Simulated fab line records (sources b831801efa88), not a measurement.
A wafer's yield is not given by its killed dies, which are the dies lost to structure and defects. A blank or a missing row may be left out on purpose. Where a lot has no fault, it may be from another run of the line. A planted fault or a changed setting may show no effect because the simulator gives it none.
Which of the tools did it? || flow sky130 || 11 lots, 33 wafers sampled, at 5 steps of a route of 708

## WHAT THE GAUGES SHOWED, per wafer
SKY_CAPM_OVL_MEAS_12.
{"lot": "L804", "measured": "day 38 10:46", "on": "overlay-01", "CAPM_OVL (nm)": "2.1 -1.0 -0.6"}
{"lot": "L805", "measured": "day 38 18:37", "on": "overlay-02", "CAPM_OVL (nm)": "1.2 -0.3 -2.8"}
{"lot": "L806", "measured": "day 38 21:19", "on": "overlay-02", "CAPM_OVL (nm)": "-2.0 -0.7 -1.8"}
{"lot": "L808", "measured": "day 39 12:22", "on": "overlay-02", "CAPM_OVL (nm)": "2.1 0.7 2.2"}
{"lot": "L809", "measured": "day 39 20:10", "on": "overlay-02", "CAPM_OVL (nm)": "-0.6 -0.6 0.9"}
{"lot": "L813", "measured": "day 41 06:34", "on": "overlay-02", "CAPM_OVL (nm)": "0.1 -0.9 -1.1"}
{"lot": "L817", "measured": "day 42 08:13", "on": "overlay-01", "CAPM_OVL (nm)": "4.5 2.4 2.0"}
{"lot": "L821", "measured": "day 43 09:16", "on": "overlay-02", "CAPM_OVL (nm)": "1.7 0.5 1.6"}
{"lot": "L822", "measured": "day 43 13:43", "on": "overlay-02", "CAPM_OVL (nm)": "0.6 0.4 1.5"}
{"lot": "L823", "measured": "day 43 23:32", "on": "overlay-01", "CAPM_OVL (nm)": "1.1 3.2 1.8"}
{"lot": "L824", "measured": "day 44 03:07", "on": "overlay-02", "CAPM_OVL (nm)": "-1.1 -1.2 -1.4"}

SKY_VIA3_CD_MEAS_12: target cd 200 nm.
{"lot": "L804", "measured": "day 40 14:40", "on": "cd-sem-02", "cd-nm (nm)": "201.0 199.8 200.8"}
{"lot": "L805", "measured": "day 40 21:26", "on": "cd-sem-02", "cd-nm (nm)": "197.4 197.2 197.3"}
{"lot": "L806", "measured": "day 41 01:01", "on": "cd-sem-01", "cd-nm (nm)": "200.9 201.0 201.5"}
{"lot": "L808", "measured": "day 41 15:52", "on": "cd-sem-01", "cd-nm (nm)": "199.7 200.3 199.5"}
{"lot": "L809", "measured": "day 41 22:01", "on": "cd-sem-01", "cd-nm (nm)": "201.5 201.5 200.0"}
{"lot": "L813", "measured": "day 43 07:29", "on": "cd-sem-01", "cd-nm (nm)": "201.7 201.0 202.0"}
{"lot": "L817", "measured": "day 44 07:49", "on": "cd-sem-02", "cd-nm (nm)": "199.1 198.8 197.1"}
{"lot": "L821", "measured": "day 45 08:19", "on": "cd-sem-01", "cd-nm (nm)": "200.6 201.6 201.4"}
{"lot": "L822", "measured": "day 45 12:42", "on": "cd-sem-01", "cd-nm (nm)": "201.4 199.7 199.2"}
{"lot": "L823", "measured": "day 45 21:06", "on": "cd-sem-02", "cd-nm (nm)": "203.2 200.9 202.0"}
{"lot": "L824", "measured": "day 45 23:47", "on": "cd-sem-01", "cd-nm (nm)": "202.5 201.3 201.8"}

## WHAT TOOL EACH LOT RAN ON (gives the tool, then ch and the chambers of the sampled wafers, and finally the start)
{"lot": "L804", "SKY_VIA2_SPUTTER_20": "pvd-sputter-02, day 37 08:10", "SKY_METAL3_METAL_ETCH_18": "rie-metal-01 ch 0,1, day 39 12:02", "SKY_METAL3_STRIP_19": "plasma-asher-02 ch 0,1, day 39 12:16"}
{"lot": "L805", "SKY_VIA2_SPUTTER_20": "pvd-sputter-01, day 37 16:51", "SKY_METAL3_METAL_ETCH_18": "rie-metal-02 ch 0,1, day 39 19:53", "SKY_METAL3_STRIP_19": "plasma-asher-04 ch 0,1, day 39 20:03"}
{"lot": "L806", "SKY_VIA2_SPUTTER_20": "pvd-sputter-01, day 37 19:40", "SKY_METAL3_METAL_ETCH_18": "rie-metal-01 ch 0,1, day 39 23:07", "SKY_METAL3_STRIP_19": "plasma-asher-01 ch 0,1, day 39 23:18"}
{"lot": "L808", "SKY_VIA2_SPUTTER_20": "pvd-sputter-03, day 38 11:03", "SKY_METAL3_METAL_ETCH_18": "rie-metal-03 ch 0,1, day 40 14:01", "SKY_METAL3_STRIP_19": "plasma-asher-04 ch 0,1, day 40 14:15"}
{"lot": "L809", "SKY_VIA2_SPUTTER_20": "pvd-sputter-01, day 38 18:52", "SKY_METAL3_METAL_ETCH_18": "rie-metal-03 ch 0,1, day 40 21:23", "SKY_METAL3_STRIP_19": "plasma-asher-01 ch 0,1, day 40 21:34"}
{"lot": "L813", "SKY_VIA2_SPUTTER_20": "pvd-sputter-03, day 40 05:11", "SKY_METAL3_METAL_ETCH_18": "rie-metal-03 ch 0,1, day 42 06:50", "SKY_METAL3_STRIP_19": "plasma-asher-02 ch 0,1, day 42 07:01"}
{"lot": "L817", "SKY_VIA2_SPUTTER_20": "pvd-sputter-01, day 41 07:55", "SKY_METAL3_METAL_ETCH_18": "rie-metal-03 ch 0,1, day 43 08:07", "SKY_METAL3_STRIP_19": "plasma-asher-01 ch 0,1, day 43 08:17"}
{"lot": "L821", "SKY_VIA2_SPUTTER_20": "pvd-sputter-03, day 42 09:32", "SKY_METAL3_METAL_ETCH_18": "rie-metal-02 ch 0,1, day 44 08:49", "SKY_METAL3_STRIP_19": "plasma-asher-02 ch 0,1, day 44 09:00"}
{"lot": "L822", "SKY_VIA2_SPUTTER_20": "pvd-sputter-02, day 42 13:31", "SKY_METAL3_METAL_ETCH_18": "rie-metal-01 ch 0,1, day 44 13:43", "SKY_METAL3_STRIP_19": "plasma-asher-01 ch 0,1, day 44 13:52"}
{"lot": "L823", "SKY_VIA2_SPUTTER_20": "pvd-sputter-02, day 43 00:09", "SKY_METAL3_METAL_ETCH_18": "rie-metal-01 ch 0,1, day 44 22:31", "SKY_METAL3_STRIP_19": "plasma-asher-01 ch 0,1, day 44 22:41"}
{"lot": "L824", "SKY_VIA2_SPUTTER_20": "pvd-sputter-02, day 43 03:56", "SKY_METAL3_METAL_ETCH_18": "rie-metal-02 ch 0,1, day 45 01:13", "SKY_METAL3_STRIP_19": "plasma-asher-02 ch 0,1, day 45 01:23"}
- SKY_VIA2_SPUTTER_20: material TiN, target thk 20 nm, time 80 s.
- SKY_METAL3_METAL_ETCH_18: etches the open film in Cl2/BCl3, stops on SiO2, target depth 845 nm, time 183.1 s.
- SKY_METAL3_STRIP_19: strips in O2/N2.

## WHAT THE TOOLS THEMSELVES READ (means of the sampled wafers that have a number; where no wafer has one, the mark that the record gives instead)
SKY_VIA2_SPUTTER_20.
{"lot": "L804", "tool": "pvd-sputter-02", "throttle-valve-pct (%)": 30.3}
{"lot": "L805", "tool": "pvd-sputter-01", "throttle-valve-pct (%)": 29.5}
{"lot": "L806", "tool": "pvd-sputter-01", "throttle-valve-pct (%)": 29.7}
{"lot": "L808", "tool": "pvd-sputter-03", "throttle-valve-pct (%)": 30.1}
{"lot": "L809", "tool": "pvd-sputter-01", "throttle-valve-pct (%)": 28.8}
{"lot": "L813", "tool": "pvd-sputter-03", "throttle-valve-pct (%)": 30.7}
{"lot": "L817", "tool": "pvd-sputter-01", "throttle-valve-pct (%)": 29.8}
{"lot": "L821", "tool": "pvd-sputter-03", "throttle-valve-pct (%)": 30.1}
{"lot": "L822", "tool": "pvd-sputter-02", "throttle-valve-pct (%)": 29.8}
{"lot": "L823", "tool": "pvd-sputter-02", "throttle-valve-pct (%)": 29.8}
{"lot": "L824", "tool": "pvd-sputter-02", "throttle-valve-pct (%)": 30.3}

SKY_METAL3_METAL_ETCH_18.
{"lot": "L804", "tool": "rie-metal-01", "bias-w (W)": 48.58, "drypump-motor-current-A (A)": 5.4, "oes-product-au (a.u.)": 0.870, "throttle-valve-pct (%)": 22.265}
{"lot": "L805", "tool": "rie-metal-02", "bias-w (W)": 48.46, "drypump-motor-current-A (A)": 5.4, "oes-product-au (a.u.)": 0.870, "throttle-valve-pct (%)": 22.266}
{"lot": "L806", "tool": "rie-metal-01", "bias-w (W)": 48.60, "drypump-motor-current-A (A)": 5.4, "oes-product-au (a.u.)": 0.862, "throttle-valve-pct (%)": 22.265}
{"lot": "L808", "tool": "rie-metal-03", "bias-w (W)": 48.30, "drypump-motor-current-A (A)": 5.7, "oes-product-au (a.u.)": 0.867, "throttle-valve-pct (%)": 22.274}
{"lot": "L809", "tool": "rie-metal-03", "bias-w (W)": 48.20, "drypump-motor-current-A (A)": 5.7, "oes-product-au (a.u.)": 0.863, "throttle-valve-pct (%)": 22.254}
{"lot": "L813", "tool": "rie-metal-03", "bias-w (W)": 39.29, "drypump-motor-current-A (A)": 5.7, "oes-product-au (a.u.)": 0.864, "throttle-valve-pct (%)": 22.267}
{"lot": "L817", "tool": "rie-metal-03", "bias-w (W)": 39.19, "drypump-motor-current-A (A)": 5.6, "oes-product-au (a.u.)": 0.871, "throttle-valve-pct (%)": 22.254}
{"lot": "L821", "tool": "rie-metal-02", "bias-w (W)": 48.43, "drypump-motor-current-A (A)": 5.4, "oes-product-au (a.u.)": 0.865, "throttle-valve-pct (%)": 22.270}
{"lot": "L822", "tool": "rie-metal-01", "bias-w (W)": 48.56, "drypump-motor-current-A (A)": 5.4, "oes-product-au (a.u.)": 0.857, "throttle-valve-pct (%)": 22.262}
{"lot": "L823", "tool": "rie-metal-01", "bias-w (W)": 48.47, "drypump-motor-current-A (A)": 5.7, "oes-product-au (a.u.)": 0.866, "throttle-valve-pct (%)": 22.263}
{"lot": "L824", "tool": "rie-metal-02", "bias-w (W)": 48.45, "drypump-motor-current-A (A)": 5.6, "oes-product-au (a.u.)": 0.858, "throttle-valve-pct (%)": 22.264}

SKY_METAL3_STRIP_19.
{"lot": "L804", "tool": "plasma-asher-02", "drypump-motor-current-A (A)": 5.6, "oes-product-au (a.u.)": 0.506, "strip-time-to-endpoint-s (s)": 6.47}
{"lot": "L805", "tool": "plasma-asher-04", "drypump-motor-current-A (A)": 6.2, "oes-product-au (a.u.)": 0.508, "strip-time-to-endpoint-s (s)": 6.61}
{"lot": "L806", "tool": "plasma-asher-01", "drypump-motor-current-A (A)": 5.5, "oes-product-au (a.u.)": 0.500, "strip-time-to-endpoint-s (s)": 6.53}
{"lot": "L808", "tool": "plasma-asher-04", "drypump-motor-current-A (A)": 6.2, "oes-product-au (a.u.)": 0.497, "strip-time-to-endpoint-s (s)": 6.46}
{"lot": "L809", "tool": "plasma-asher-01", "drypump-motor-current-A (A)": 5.5, "oes-product-au (a.u.)": 0.497, "strip-time-to-endpoint-s (s)": 6.40}
{"lot": "L813", "tool": "plasma-asher-02", "drypump-motor-current-A (A)": 5.3, "oes-product-au (a.u.)": 0.519, "strip-time-to-endpoint-s (s)": 6.92}
{"lot": "L817", "tool": "plasma-asher-01", "drypump-motor-current-A (A)": 5.2, "oes-product-au (a.u.)": 0.514, "strip-time-to-endpoint-s (s)": 6.85}
{"lot": "L821", "tool": "plasma-asher-02", "drypump-motor-current-A (A)": 5.6, "oes-product-au (a.u.)": 0.500, "strip-time-to-endpoint-s (s)": 6.52}
{"lot": "L822", "tool": "plasma-asher-01", "drypump-motor-current-A (A)": 5.2, "oes-product-au (a.u.)": 0.504, "strip-time-to-endpoint-s (s)": 6.54}
{"lot": "L823", "tool": "plasma-asher-01", "drypump-motor-current-A (A)": 5.2, "oes-product-au (a.u.)": 0.497, "strip-time-to-endpoint-s (s)": 6.43}
{"lot": "L824", "tool": "plasma-asher-02", "drypump-motor-current-A (A)": 5.4, "oes-product-au (a.u.)": 0.500, "strip-time-to-endpoint-s (s)": 6.54}

## THE ANSWER, worked out from the rows above alone
Rule: the usual values come from the lots themselves. The widest of any qualifying gaps counts: lots, ordered by their means at a reading, are off when they make up no more than a third of the lots, leave a main group of 4 or more, and stand apart from it by 3 or more times the standard deviation of that group's means. A main group whose means are all the same, to the digits that the tables above print for the reading, isn't used. Also off: a lot with no number at a reading for which 4 or more lots have one. Where the step has rows for the other lots, those lots are counted as sound. Order of review: gauges by route order, followed by the tools' own readings, for which a lot's mean as printed above is used. The first step at which some lot is off is used, and at that step the reading that is off furthest; a lot without a number counts as furthest.
Off at SKY_METAL3_METAL_ETCH_18 (bias-w): L813, L817. For the main group the mean is 48.45 W and the standard deviation 0.12.
If a tool, at that step or one of the process steps before it, ran each lot that is off and ran no sound lot following the first of them, it fits. One fits: rie-metal-03 at SKY_METAL3_METAL_ETCH_18. Its last sound lot is L809 (day 40 21:23), its first lot that is off L813 (day 42 06:50): a fault that began between those two fits.
On the lots that are off, the tool's own readings at SKY_METAL3_METAL_ETCH_18 differ by more than 5 times the standard deviation of the sound lots' means, which bears it out; bias-w reads 39.24 W there versus 48.45 W on the sound lots.

## WHAT THE SIMULATOR HAD PUT IN
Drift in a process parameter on rie-metal-03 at SKY_METAL3_METAL_ETCH_18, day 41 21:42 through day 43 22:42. Setting bias-w shifted by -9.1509 from 48.5. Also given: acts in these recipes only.
Struck lots among those shown: L813, L817. The rule given above showed the same thing.
